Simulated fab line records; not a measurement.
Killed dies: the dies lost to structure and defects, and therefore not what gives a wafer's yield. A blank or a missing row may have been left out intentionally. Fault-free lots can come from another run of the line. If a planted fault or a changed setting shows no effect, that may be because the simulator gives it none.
fab line records :: flow gf180mcu
[record]
  lots = 14
  wafers = 42
  lastDay = 34
route steps=602 shown MIM@507
lots that met no fault: from a run of the same line without faults
startH: hours from the record's opening day to when the first of the lot's shown wafers began :: waitH: time in hours since the lot's previous step :: " identical to the entry in the row above :: L1.1+2: a single row standing in for several wafers :: - either no value or no given start :: * or withheld: withheld :: < > ~ a bound
route shown NAME@n: NAME is a module with steps in the file, n the number in the route of the first one :: usual: mean/standard deviation of fault-free wafers :: same: alike in all rows :: chamber/n: place in a boat :: sites: the reading at each site :: _std_site: the standard deviation of these :: _edge_site: outer sites' mean less inner sites' :: radiusMm: for every site, how far away it sits from the centre of the wafer :: mask NAME#n: copy n :: behind: the most recent tool/chamber to have shaped the wafer :: hold: reason for holding the lot/hours on hold/outcome of the hold :: device: whichever transistor did not switch (one of n, p or np) :: end of line: the tests these same wafers got at the end of their route :: a step given without rows: its recipe and nothing more :: killed: at the first sort, the dies lost to defects and structure; wafer yield is something else :: map: shows each die of a wafer: x if killed, . if not, _ if none is there
set.NAME: setting as actually run; set.NAME@STEP: the setting as run at that earlier step :: model.NAME: the simulator's own value behind a step, which no gauge read
steps of the route over a sample of lots; a table a step, a row a wafer
services: from which hour (startH, from the record's first day; less than 0 if before it) a tool's chamber was out of use, for how many hours, and why
[[steps]]
[step GF_MIM_SPUTTER_04]
[recipe]
  material = TiN
  targetThkNm = 50
  powerW = 6500
  timeS = 41.7
  chamberPressurePa = 0.4
[usual]
  throttleValvePct = 30.3/0.72
lot.wafer: L825.2
tool: pvdSputter-02
chamber: -
startH: 562.47
waitH: 0.0
throttleValvePct: 30.7

lot.wafer: L825.3
tool: pvdSputter-02
chamber: -
startH: 562.47
waitH: 0.0
throttleValvePct: 30.1

lot.wafer: L825.5
tool: pvdSputter-02
chamber: -
startH: 562.47
waitH: 0.0
throttleValvePct: 30.6

lot.wafer: L828.1
tool: pvdSputter-02
chamber: -
startH: 587.39
waitH: 0.0
throttleValvePct: 31.3

lot.wafer: L828.2
tool: pvdSputter-02
chamber: -
startH: 587.39
waitH: 0.0
throttleValvePct: 30.6

lot.wafer: L828.4
tool: pvdSputter-02
chamber: -
startH: 587.39
waitH: 0.0
throttleValvePct: 29.7

lot.wafer: L829.3
tool: pvdSputter-03
chamber: -
startH: 599.63
waitH: 0.0
throttleValvePct: 29.4

lot.wafer: L829.4
tool: pvdSputter-03
chamber: -
startH: 599.63
waitH: 0.0
throttleValvePct: 32.2

lot.wafer: L829.5
tool: pvdSputter-03
chamber: -
startH: 599.63
waitH: 0.0
throttleValvePct: 29.3

lot.wafer: L831.1
tool: pvdSputter-03
chamber: -
startH: 613.07
waitH: 0.0
throttleValvePct: 29.4

lot.wafer: L831.3
tool: pvdSputter-03
chamber: -
startH: 613.07
waitH: 0.0
throttleValvePct: 30.2

lot.wafer: L831.4
tool: pvdSputter-03
chamber: -
startH: 613.07
waitH: 0.0
throttleValvePct: 31.8

lot.wafer: L838.3
tool: pvdSputter-03
chamber: -
startH: 668.64
waitH: 0.0
throttleValvePct: 29.5

lot.wafer: L838.5
tool: pvdSputter-03
chamber: -
startH: 668.64
waitH: 0.0
throttleValvePct: 29.4

lot.wafer: L838.6
tool: pvdSputter-03
chamber: -
startH: 668.64
waitH: 0.0
throttleValvePct: 30.4

lot.wafer: L839.1
tool: pvdSputter-03
chamber: -
startH: 678.60
waitH: 0.0
throttleValvePct: 29.2

lot.wafer: L839.4
tool: pvdSputter-03
chamber: -
startH: 678.60
waitH: 0.0
throttleValvePct: 29.3

lot.wafer: L839.5
tool: pvdSputter-03
chamber: -
startH: 678.60
waitH: 0.0
throttleValvePct: 29.4

lot.wafer: L840.1
tool: pvdSputter-01
chamber: -
startH: 686.45
waitH: 0.0
throttleValvePct: 30.1

lot.wafer: L840.5
tool: pvdSputter-01
chamber: -
startH: 686.45
waitH: 0.0
throttleValvePct: 30.5

lot.wafer: L840.6
tool: pvdSputter-01
chamber: -
startH: 686.45
waitH: 0.0
throttleValvePct: 31.1

lot.wafer: L841.3
tool: pvdSputter-02
chamber: -
startH: 692.44
waitH: 0.0
throttleValvePct: 29.9

lot.wafer: L841.5
tool: pvdSputter-02
chamber: -
startH: 692.44
waitH: 0.0
throttleValvePct: 29.9

lot.wafer: L841.6
tool: pvdSputter-02
chamber: -
startH: 692.44
waitH: 0.0
throttleValvePct: 29.9

lot.wafer: L842.1
tool: pvdSputter-01
chamber: -
startH: 695.51
waitH: 0.0
throttleValvePct: 29.9

lot.wafer: L842.2
tool: pvdSputter-01
chamber: -
startH: 695.51
waitH: 0.0
throttleValvePct: 30.7

lot.wafer: L842.5
tool: pvdSputter-01
chamber: -
startH: 695.51
waitH: 0.0
throttleValvePct: 30.8

lot.wafer: L843.1
tool: pvdSputter-03
chamber: -
startH: 706.10
waitH: 0.0
throttleValvePct: 29.4

lot.wafer: L843.3
tool: pvdSputter-03
chamber: -
startH: 706.10
waitH: 0.0
throttleValvePct: 29.4

lot.wafer: L843.6
tool: pvdSputter-03
chamber: -
startH: 706.10
waitH: 0.0
throttleValvePct: 31.9

lot.wafer: L845.1
tool: pvdSputter-01
chamber: -
startH: 714.41
waitH: 0.0
throttleValvePct: 30.4

lot.wafer: L845.2
tool: pvdSputter-01
chamber: -
startH: 714.41
waitH: 0.0
throttleValvePct: 29.7

lot.wafer: L845.4
tool: pvdSputter-01
chamber: -
startH: 714.41
waitH: 0.0
throttleValvePct: 31.3

lot.wafer: L846.1
tool: pvdSputter-02
chamber: -
startH: 718.64
waitH: 0.0
throttleValvePct: 30.0

lot.wafer: L846.3
tool: pvdSputter-02
chamber: -
startH: 718.64
waitH: 0.0
throttleValvePct: 30.3

lot.wafer: L846.6
tool: pvdSputter-02
chamber: -
startH: 718.64
waitH: 0.0
throttleValvePct: 31.3

lot.wafer: L847.1
tool: pvdSputter-02
chamber: -
startH: 726.19
waitH: 0.0
throttleValvePct: 31.4

lot.wafer: L847.2
tool: pvdSputter-02
chamber: -
startH: 726.19
waitH: 0.0
throttleValvePct: 30.6

lot.wafer: L847.3
tool: pvdSputter-02
chamber: -
startH: 726.19
waitH: 0.0
throttleValvePct: 30.0

lot.wafer: L848.4
tool: pvdSputter-02
chamber: -
startH: 733.69
waitH: 0.0
throttleValvePct: 29.9

lot.wafer: L848.5
tool: pvdSputter-02
chamber: -
startH: 733.69
waitH: 0.0
throttleValvePct: 29.7

lot.wafer: L848.6
tool: pvdSputter-02
chamber: -
startH: 733.69
waitH: 0.0
throttleValvePct: 29.8
[step GF_MIM_SPUTTER_07]
[recipe]
  material = TiN
  targetThkNm = 60
  powerW = 6500
  timeS = 50
  chamberPressurePa = 0.4
[usual]
  throttleValvePct = 30.4/0.73
lot.wafer: L825.2
tool: pvdSputter-01
chamber: -
startH: 562.61
waitH: 0.0
throttleValvePct: 30.1

lot.wafer: L825.3
tool: pvdSputter-01
chamber: -
startH: 562.61
waitH: 0.0
throttleValvePct: 30.5

lot.wafer: L825.5
tool: pvdSputter-01
chamber: -
startH: 562.61
waitH: 0.0
throttleValvePct: 31.2

lot.wafer: L828.1
tool: pvdSputter-01
chamber: -
startH: 587.52
waitH: 0.1
throttleValvePct: 30.3

lot.wafer: L828.2
tool: pvdSputter-01
chamber: -
startH: 587.52
waitH: 0.1
throttleValvePct: 30.7

lot.wafer: L828.4
tool: pvdSputter-01
chamber: -
startH: 587.52
waitH: 0.1
throttleValvePct: 29.4

lot.wafer: L829.3
tool: pvdSputter-01
chamber: -
startH: 599.76
waitH: 0.0
throttleValvePct: 31.1

lot.wafer: L829.4
tool: pvdSputter-01
chamber: -
startH: 599.76
waitH: 0.0
throttleValvePct: 30.0

lot.wafer: L829.5
tool: pvdSputter-01
chamber: -
startH: 599.76
waitH: 0.0
throttleValvePct: 31.0

lot.wafer: L831.1
tool: pvdSputter-01
chamber: -
startH: 613.20
waitH: 0.1
throttleValvePct: 30.9

lot.wafer: L831.3
tool: pvdSputter-01
chamber: -
startH: 613.20
waitH: 0.1
throttleValvePct: 29.8

lot.wafer: L831.4
tool: pvdSputter-01
chamber: -
startH: 613.20
waitH: 0.1
throttleValvePct: 29.5

lot.wafer: L838.3
tool: pvdSputter-01
chamber: -
startH: 668.77
waitH: 0.0
throttleValvePct: 30.1

lot.wafer: L838.5
tool: pvdSputter-01
chamber: -
startH: 668.77
waitH: 0.0
throttleValvePct: 29.7

lot.wafer: L838.6
tool: pvdSputter-01
chamber: -
startH: 668.77
waitH: 0.0
throttleValvePct: 30.6

lot.wafer: L839.1
tool: pvdSputter-01
chamber: -
startH: 678.73
waitH: 0.1
throttleValvePct: 31.0

lot.wafer: L839.4
tool: pvdSputter-01
chamber: -
startH: 678.73
waitH: 0.1
throttleValvePct: 30.7

lot.wafer: L839.5
tool: pvdSputter-01
chamber: -
startH: 678.73
waitH: 0.1
throttleValvePct: 30.9

lot.wafer: L840.1
tool: pvdSputter-02
chamber: -
startH: 686.58
waitH: 0.1
throttleValvePct: 31.4

lot.wafer: L840.5
tool: pvdSputter-02
chamber: -
startH: 686.58
waitH: 0.1
throttleValvePct: 30.7

lot.wafer: L840.6
tool: pvdSputter-02
chamber: -
startH: 686.58
waitH: 0.1
throttleValvePct: 31.4

lot.wafer: L841.3
tool: pvdSputter-03
chamber: -
startH: 692.57
waitH: 0.0
throttleValvePct: 31.9

lot.wafer: L841.5
tool: pvdSputter-03
chamber: -
startH: 692.57
waitH: 0.0
throttleValvePct: 30.2

lot.wafer: L841.6
tool: pvdSputter-03
chamber: -
startH: 692.57
waitH: 0.0
throttleValvePct: 31.9

lot.wafer: L842.1
tool: pvdSputter-02
chamber: -
startH: 695.64
waitH: 0.1
throttleValvePct: 29.6

lot.wafer: L842.2
tool: pvdSputter-02
chamber: -
startH: 695.64
waitH: 0.1
throttleValvePct: 29.9

lot.wafer: L842.5
tool: pvdSputter-02
chamber: -
startH: 695.64
waitH: 0.1
throttleValvePct: 29.6

lot.wafer: L843.1
tool: pvdSputter-02
chamber: -
startH: 706.24
waitH: 0.1
throttleValvePct: 30.0

lot.wafer: L843.3
tool: pvdSputter-02
chamber: -
startH: 706.24
waitH: 0.1
throttleValvePct: 29.7

lot.wafer: L843.6
tool: pvdSputter-02
chamber: -
startH: 706.24
waitH: 0.1
throttleValvePct: 29.9

lot.wafer: L845.1
tool: pvdSputter-03
chamber: -
startH: 714.54
waitH: 0.1
throttleValvePct: 29.3

lot.wafer: L845.2
tool: pvdSputter-03
chamber: -
startH: 714.54
waitH: 0.1
throttleValvePct: 31.9

lot.wafer: L845.4
tool: pvdSputter-03
chamber: -
startH: 714.54
waitH: 0.1
throttleValvePct: 29.5

lot.wafer: L846.1
tool: pvdSputter-03
chamber: -
startH: 718.78
waitH: 0.1
throttleValvePct: 31.8

lot.wafer: L846.3
tool: pvdSputter-03
chamber: -
startH: 718.78
waitH: 0.1
throttleValvePct: 30.1

lot.wafer: L846.6
tool: pvdSputter-03
chamber: -
startH: 718.78
waitH: 0.1
throttleValvePct: 30.2

lot.wafer: L847.1
tool: pvdSputter-03
chamber: -
startH: 726.32
waitH: 0.1
throttleValvePct: 29.4

lot.wafer: L847.2
tool: pvdSputter-03
chamber: -
startH: 726.32
waitH: 0.1
throttleValvePct: 31.9

lot.wafer: L847.3
tool: pvdSputter-03
chamber: -
startH: 726.32
waitH: 0.1
throttleValvePct: 30.5

lot.wafer: L848.4
tool: pvdSputter-01
chamber: -
startH: 733.84
waitH: 0.0
throttleValvePct: 30.6

lot.wafer: L848.5
tool: pvdSputter-01
chamber: -
startH: 733.84
waitH: 0.0
throttleValvePct: 30.7

lot.wafer: L848.6
tool: pvdSputter-01
chamber: -
startH: 733.84
waitH: 0.0
throttleValvePct: 31.0
[step GF_MIM_SPUTTER_09]
[recipe]
  material = TiN
  targetThkNm = 35
  powerW = 6500
  timeS = 29.2
  chamberPressurePa = 0.4
[usual]
  throttleValvePct = 30.4/0.72
lot.wafer: L825.2
tool: pvdSputter-01
chamber: -
startH: 562.67
waitH: 0.0
throttleValvePct: 30.0

lot.wafer: L825.3
tool: pvdSputter-01
chamber: -
startH: 562.67
waitH: 0.0
throttleValvePct: 30.7

lot.wafer: L825.5
tool: pvdSputter-01
chamber: -
startH: 562.67
waitH: 0.0
throttleValvePct: 30.9

lot.wafer: L828.1
tool: pvdSputter-01
chamber: -
startH: 587.59
waitH: 0.0
throttleValvePct: 30.2

lot.wafer: L828.2
tool: pvdSputter-01
chamber: -
startH: 587.59
waitH: 0.0
throttleValvePct: 30.3

lot.wafer: L828.4
tool: pvdSputter-01
chamber: -
startH: 587.59
waitH: 0.0
throttleValvePct: 29.7

lot.wafer: L829.3
tool: pvdSputter-01
chamber: -
startH: 599.83
waitH: 0.0
throttleValvePct: 30.9

lot.wafer: L829.4
tool: pvdSputter-01
chamber: -
startH: 599.83
waitH: 0.0
throttleValvePct: 30.1

lot.wafer: L829.5
tool: pvdSputter-01
chamber: -
startH: 599.83
waitH: 0.0
throttleValvePct: 31.0

lot.wafer: L831.1
tool: pvdSputter-01
chamber: -
startH: 613.27
waitH: 0.0
throttleValvePct: 30.9

lot.wafer: L831.3
tool: pvdSputter-01
chamber: -
startH: 613.27
waitH: 0.0
throttleValvePct: 30.0

lot.wafer: L831.4
tool: pvdSputter-01
chamber: -
startH: 613.27
waitH: 0.0
throttleValvePct: 29.8

lot.wafer: L838.3
tool: pvdSputter-01
chamber: -
startH: 668.84
waitH: 0.0
throttleValvePct: 30.2

lot.wafer: L838.5
tool: pvdSputter-01
chamber: -
startH: 668.84
waitH: 0.0
throttleValvePct: 29.5

lot.wafer: L838.6
tool: pvdSputter-01
chamber: -
startH: 668.84
waitH: 0.0
throttleValvePct: 30.8

lot.wafer: L839.1
tool: pvdSputter-01
chamber: -
startH: 678.80
waitH: 0.0
throttleValvePct: 31.2

lot.wafer: L839.4
tool: pvdSputter-01
chamber: -
startH: 678.80
waitH: 0.0
throttleValvePct: 30.8

lot.wafer: L839.5
tool: pvdSputter-01
chamber: -
startH: 678.80
waitH: 0.0
throttleValvePct: 31.0

lot.wafer: L840.1
tool: pvdSputter-02
chamber: -
startH: 686.65
waitH: 0.0
throttleValvePct: 31.1

lot.wafer: L840.5
tool: pvdSputter-02
chamber: -
startH: 686.65
waitH: 0.0
throttleValvePct: 30.5

lot.wafer: L840.6
tool: pvdSputter-02
chamber: -
startH: 686.65
waitH: 0.0
throttleValvePct: 31.4

lot.wafer: L841.3
tool: pvdSputter-03
chamber: -
startH: 692.64
waitH: 0.0
throttleValvePct: 31.9

lot.wafer: L841.5
tool: pvdSputter-03
chamber: -
startH: 692.64
waitH: 0.0
throttleValvePct: 30.3

lot.wafer: L841.6
tool: pvdSputter-03
chamber: -
startH: 692.64
waitH: 0.0
throttleValvePct: 31.8

lot.wafer: L842.1
tool: pvdSputter-02
chamber: -
startH: 695.71
waitH: 0.0
throttleValvePct: 30.3

lot.wafer: L842.2
tool: pvdSputter-02
chamber: -
startH: 695.71
waitH: 0.0
throttleValvePct: 29.6

lot.wafer: L842.5
tool: pvdSputter-02
chamber: -
startH: 695.71
waitH: 0.0
throttleValvePct: 29.7

lot.wafer: L843.1
tool: pvdSputter-02
chamber: -
startH: 706.30
waitH: 0.0
throttleValvePct: 30.0

lot.wafer: L843.3
tool: pvdSputter-02
chamber: -
startH: 706.30
waitH: 0.0
throttleValvePct: 29.9

lot.wafer: L843.6
tool: pvdSputter-02
chamber: -
startH: 706.30
waitH: 0.0
throttleValvePct: 30.1

lot.wafer: L845.1
tool: pvdSputter-03
chamber: -
startH: 714.61
waitH: 0.0
throttleValvePct: 29.4

lot.wafer: L845.2
tool: pvdSputter-03
chamber: -
startH: 714.61
waitH: 0.0
throttleValvePct: 31.8

lot.wafer: L845.4
tool: pvdSputter-03
chamber: -
startH: 714.61
waitH: 0.0
throttleValvePct: 29.6

lot.wafer: L846.1
tool: pvdSputter-03
chamber: -
startH: 718.84
waitH: 0.0
throttleValvePct: 31.9

lot.wafer: L846.3
tool: pvdSputter-03
chamber: -
startH: 718.84
waitH: 0.0
throttleValvePct: 30.1

lot.wafer: L846.6
tool: pvdSputter-03
chamber: -
startH: 718.84
waitH: 0.0
throttleValvePct: 30.4

lot.wafer: L847.1
tool: pvdSputter-03
chamber: -
startH: 726.39
waitH: 0.0
throttleValvePct: 29.4

lot.wafer: L847.2
tool: pvdSputter-03
chamber: -
startH: 726.39
waitH: 0.0
throttleValvePct: 31.7

lot.wafer: L847.3
tool: pvdSputter-03
chamber: -
startH: 726.39
waitH: 0.0
throttleValvePct: 30.2

lot.wafer: L848.4
tool: pvdSputter-01
chamber: -
startH: 733.91
waitH: 0.0
throttleValvePct: 30.9

lot.wafer: L848.5
tool: pvdSputter-01
chamber: -
startH: 733.91
waitH: 0.0
throttleValvePct: 30.7

lot.wafer: L848.6
tool: pvdSputter-01
chamber: -
startH: 733.91
waitH: 0.0
throttleValvePct: 30.9
[step GF_MIM_EXPOSE_16]
[recipe]
  maskId = FuseTop
  targetCdNm = 2000
  na = 0.6
  sourceShape = conventional
  sigmaOuter = 0.6
  doseMj = 140
[usual]
  exposureDoseMJCm2 = 139.99/0.13
  focusOffsetNm = -0.1/0.56
lot.wafer: L825.2
tool: ilineStepper-01
chamber: 0
startH: 574.08
waitH: -
mask: FuseTop#0
exposureDoseMJCm2: 140.26
focusOffsetNm: -0.6

lot.wafer: L825.3
tool: ilineStepper-01
chamber: 0
startH: 574.08
waitH: -
mask: FuseTop#0
exposureDoseMJCm2: 140.03
focusOffsetNm: -0.7

lot.wafer: L825.5
tool: ilineStepper-01
chamber: 0
startH: 574.08
waitH: -
mask: FuseTop#0
exposureDoseMJCm2: 140.07
focusOffsetNm: -0.5

lot.wafer: L828.1
tool: ilineStepper-01
chamber: 0
startH: 599.05
waitH: -
mask: FuseTop#0
exposureDoseMJCm2: 140.22
focusOffsetNm: 0.0

lot.wafer: L828.2
tool: ilineStepper-01
chamber: 0
startH: 599.05
waitH: -
mask: FuseTop#0
exposureDoseMJCm2: 140.01
focusOffsetNm: 0.1

lot.wafer: L828.4
tool: ilineStepper-01
chamber: 0
startH: 599.05
waitH: -
mask: FuseTop#0
exposureDoseMJCm2: 140.14
focusOffsetNm: -0.3

lot.wafer: L829.3
tool: ilineStepper-01
chamber: 0
startH: 609.59
waitH: -
mask: FuseTop#0
exposureDoseMJCm2: 140.06
focusOffsetNm: -0.2

lot.wafer: L829.4
tool: ilineStepper-01
chamber: 0
startH: 609.59
waitH: -
mask: FuseTop#0
exposureDoseMJCm2: 139.96
focusOffsetNm: -0.2

lot.wafer: L829.5
tool: ilineStepper-01
chamber: 0
startH: 609.59
waitH: -
mask: FuseTop#0
exposureDoseMJCm2: 140.19
focusOffsetNm: -0.4

lot.wafer: L831.1
tool: ilineStepper-01
chamber: 0
startH: 624.61
waitH: -
mask: FuseTop#0
exposureDoseMJCm2: 139.84
focusOffsetNm: -0.1

lot.wafer: L831.3
tool: ilineStepper-01
chamber: 0
startH: 624.61
waitH: -
mask: FuseTop#0
exposureDoseMJCm2: 140.05
focusOffsetNm: 0.1

lot.wafer: L831.4
tool: ilineStepper-01
chamber: 0
startH: 624.61
waitH: -
mask: FuseTop#0
exposureDoseMJCm2: 140.03
focusOffsetNm: -0.2

lot.wafer: L838.3
tool: ilineStepper-02
chamber: -
startH: 677.84
waitH: -
mask: FuseTop#0
exposureDoseMJCm2: -
focusOffsetNm: -

lot.wafer: L838.5
tool: ilineStepper-02
chamber: -
startH: 677.84
waitH: -
mask: FuseTop#0
exposureDoseMJCm2: -
focusOffsetNm: -

lot.wafer: L838.6
tool: ilineStepper-02
chamber: -
startH: 677.84
waitH: -
mask: FuseTop#0
exposureDoseMJCm2: -
focusOffsetNm: -

lot.wafer: L839.1
tool: ilineStepper-01
chamber: -
startH: 689.37
waitH: -
mask: FuseTop#0
exposureDoseMJCm2: -
focusOffsetNm: -

lot.wafer: L839.4
tool: ilineStepper-01
chamber: -
startH: 689.37
waitH: -
mask: FuseTop#0
exposureDoseMJCm2: -
focusOffsetNm: -

lot.wafer: L839.5
tool: ilineStepper-01
chamber: -
startH: 689.37
waitH: -
mask: FuseTop#0
exposureDoseMJCm2: -
focusOffsetNm: -

lot.wafer: L840.1
tool: ilineStepper-01
chamber: 0
startH: 695.46
waitH: -
mask: FuseTop#0
exposureDoseMJCm2: 139.71
focusOffsetNm: -0.2

lot.wafer: L840.5
tool: ilineStepper-01
chamber: 0
startH: 695.46
waitH: -
mask: FuseTop#0
exposureDoseMJCm2: 139.69
focusOffsetNm: -0.7

lot.wafer: L840.6
tool: ilineStepper-01
chamber: 0
startH: 695.46
waitH: -
mask: FuseTop#0
exposureDoseMJCm2: 139.62
focusOffsetNm: 0.0

lot.wafer: L841.3
tool: ilineStepper-02
chamber: 0
startH: 701.36
waitH: -
mask: FuseTop#0
exposureDoseMJCm2: 139.85
focusOffsetNm: -0.2

lot.wafer: L841.5
tool: ilineStepper-02
chamber: 0
startH: 701.36
waitH: -
mask: FuseTop#0
exposureDoseMJCm2: 139.92
focusOffsetNm: 1.0

lot.wafer: L841.6
tool: ilineStepper-02
chamber: 0
startH: 701.36
waitH: -
mask: FuseTop#0
exposureDoseMJCm2: 140.05
focusOffsetNm: 0.1

lot.wafer: L842.1
tool: ilineStepper-01
chamber: 0
startH: 705.42
waitH: -
mask: FuseTop#0
exposureDoseMJCm2: 140.02
focusOffsetNm: 0.9

lot.wafer: L842.2
tool: ilineStepper-01
chamber: 0
startH: 705.42
waitH: -
mask: FuseTop#0
exposureDoseMJCm2: 140.01
focusOffsetNm: 0.7

lot.wafer: L842.5
tool: ilineStepper-01
chamber: 0
startH: 705.42
waitH: -
mask: FuseTop#0
exposureDoseMJCm2: 139.98
focusOffsetNm: 0.7

lot.wafer: L843.1
tool: ilineStepper-02
chamber: 0
startH: 715.14
waitH: -
mask: FuseTop#0
exposureDoseMJCm2: 140.02
focusOffsetNm: 0.8

lot.wafer: L843.3
tool: ilineStepper-02
chamber: 0
startH: 715.14
waitH: -
mask: FuseTop#0
exposureDoseMJCm2: 140.00
focusOffsetNm: -0.3

lot.wafer: L843.6
tool: ilineStepper-02
chamber: 0
startH: 715.14
waitH: -
mask: FuseTop#0
exposureDoseMJCm2: 139.88
focusOffsetNm: 0.3

lot.wafer: L845.1
tool: ilineStepper-01
chamber: 0
startH: 723.78
waitH: -
mask: FuseTop#0
exposureDoseMJCm2: 140.02
focusOffsetNm: -0.6

lot.wafer: L845.2
tool: ilineStepper-01
chamber: 0
startH: 723.78
waitH: -
mask: FuseTop#0
exposureDoseMJCm2: 139.92
focusOffsetNm: 0.1

lot.wafer: L845.4
tool: ilineStepper-01
chamber: 0
startH: 723.78
waitH: -
mask: FuseTop#0
exposureDoseMJCm2: 139.98
focusOffsetNm: -0.5

lot.wafer: L846.1
tool: ilineStepper-01
chamber: 0
startH: 728.50
waitH: -
mask: FuseTop#0
exposureDoseMJCm2: 140.04
focusOffsetNm: 0.1

lot.wafer: L846.3
tool: ilineStepper-01
chamber: 0
startH: 728.50
waitH: -
mask: FuseTop#0
exposureDoseMJCm2: 139.87
focusOffsetNm: -0.5

lot.wafer: L846.6
tool: ilineStepper-01
chamber: 0
startH: 728.50
waitH: -
mask: FuseTop#0
exposureDoseMJCm2: 140.02
focusOffsetNm: -0.2

lot.wafer: L847.1
tool: ilineStepper-01
chamber: 0
startH: 734.61
waitH: -
mask: FuseTop#0
exposureDoseMJCm2: 140.01
focusOffsetNm: -0.9

lot.wafer: L847.2
tool: ilineStepper-01
chamber: 0
startH: 734.61
waitH: -
mask: FuseTop#0
exposureDoseMJCm2: 140.02
focusOffsetNm: -0.3

lot.wafer: L847.3
tool: ilineStepper-01
chamber: 0
startH: 734.61
waitH: -
mask: FuseTop#0
exposureDoseMJCm2: 139.94
focusOffsetNm: -0.1

lot.wafer: L848.4
tool: ilineStepper-01
chamber: 0
startH: 742.45
waitH: -
mask: FuseTop#0
exposureDoseMJCm2: 140.07
focusOffsetNm: -0.4

lot.wafer: L848.5
tool: ilineStepper-01
chamber: 0
startH: 742.45
waitH: -
mask: FuseTop#0
exposureDoseMJCm2: 140.13
focusOffsetNm: 0.4

lot.wafer: L848.6
tool: ilineStepper-01
chamber: 0
startH: 742.45
waitH: -
mask: FuseTop#0
exposureDoseMJCm2: 140.20
focusOffsetNm: 0.1
[[services]]
tool: pvdSputter-02
chamber: -
startH: 592.48
hours: 2.3
kind: repair

tool: ilineStepper-02
chamber: -
startH: 596.69
hours: 3.1
kind: repair

tool: ilineStepper-02
chamber: -
startH: 597.19
hours: 16.5
kind: repair

tool: ilineStepper-01
chamber: -
startH: 613.69
hours: 8.9
kind: pm

tool: pvdSputter-03
chamber: -
startH: 638.76
hours: 1.8
kind: repair

tool: pvdSputter-02
chamber: -
startH: 655.99
hours: 6.3
kind: repair

tool: ilineStepper-01
chamber: -
startH: 681.21
hours: 4.1
kind: repair

tool: pvdSputter-03
chamber: -
startH: 688.55
hours: 3.1
kind: repair

tool: ilineStepper-01
chamber: -
startH: 699.05
hours: 3.1
kind: repair

tool: ilineStepper-01
chamber: -
startH: 714.20
hours: 1.7
kind: pm

tool: pvdSputter-01
chamber: -
startH: 716.96
hours: 1.7
kind: repair

tool: ilineStepper-02
chamber: -
startH: 738.92
hours: 1.7
kind: pm
[[key]]
[firstSign]
  step = GF_MIM_EXPOSE_16
  reading = toolRecord
  direction = missing
effect none on later readings
metAt GF_MIM_EXPOSE_16
struckLots L838,L839
laterRowsLeftOut L838.3,L838.5,L838.6,L839.1,L839.4,L839.5
sortLeftOut L838.3,L838.5,L838.6,L839.1,L839.4,L839.5
notActingAt GF_MIM_SPUTTER_04,GF_MIM_SPUTTER_07,GF_MIM_SPUTTER_09
onsetBetween 624.61 677.84
[fault]
  kind = skippedStepWhole
  tool = ilineStepper-01,ilineStepper-02
  chamber = -
  onsetH = 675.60
  steps = GF_MIM_EXPOSE_16
  scope = struckLotsOnly
// sortLeftOut: the simulated sort isn't trusted on such a fault, so these wafers' sort isn't shown, and their yield isn't known
// laterRowsLeftOut: the simulator's readings of these wafers behind a module that went badly wrong aren't trusted and aren't shown, but for the sort
